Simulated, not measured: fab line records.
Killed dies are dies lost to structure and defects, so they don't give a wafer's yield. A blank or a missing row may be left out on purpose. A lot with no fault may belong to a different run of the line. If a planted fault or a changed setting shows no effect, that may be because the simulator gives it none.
Matching of chambers + flow gf180mcu + 3 sister chambers for GF_CONTACT_CVD_02 on pecvd-01
The step deposits SiO2 from TEOS, target thk 860 nm, time 95.992 s. 6 wafers are shown with their chamber, then 7 later ones without.

== WAFERS, EACH WITH ITS CHAMBER ==
| wafer  | chamber | heater-power-w (W) |
|--------|---------|--------------------|
| L086.6 | 0       | 516                |
| L087.1 | 0       | 605                |
| L087.3 | 1       | 775                |
| L087.4 | 2       | 838                |
| L091.1 | 2       | 892                |
| L091.3 | 1       | 703                |

== WAFERS WHOSE CHAMBER IS MISSING ==
| wafer  | heater-power-w (W) |
|--------|--------------------|
| L091.6 | 526                |
| L096.1 | 564                |
| L096.5 | 762                |
| L096.6 | 920                |
| L097.1 | 816                |
| L097.3 | 917                |
| L097.4 | 747                |

== WHICH CHAMBER EACH ONE RAN IN ==
| wafer  | from the rows above     | in truth                   |
|--------|-------------------------|----------------------------|
| L091.6 | 0                       | 0                          |
| L096.1 | 0                       | 0                          |
| L096.5 | can't be placed: 1 or 2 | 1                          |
| L096.6 | 2                       | 2                          |
| L097.1 | can't be placed: 2 or 1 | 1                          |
| L097.3 | 2                       | 2                          |
| L097.4 | 1                       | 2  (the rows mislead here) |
Correct placement for 4 of the 7. Not placeable from these rows: 2 (in 2, the candidates include the true chamber). Wrongly placed: 1.
How it was worked out, from the rows above alone: a wafer's distance from a chamber is the root of the sum, over the readings, of the square of ((its reading less the chamber's mean) divided by the reading's scatter). If the next closest chamber is less than 2 further off than the closest, the wafer can't be placed; otherwise it belongs to the closest. A chamber's mean is the mean of its shown wafers. The scatter: the root of (the sum of the squares of (reading less its chamber's mean) over the shown wafers, divided by (wafers less chambers)).
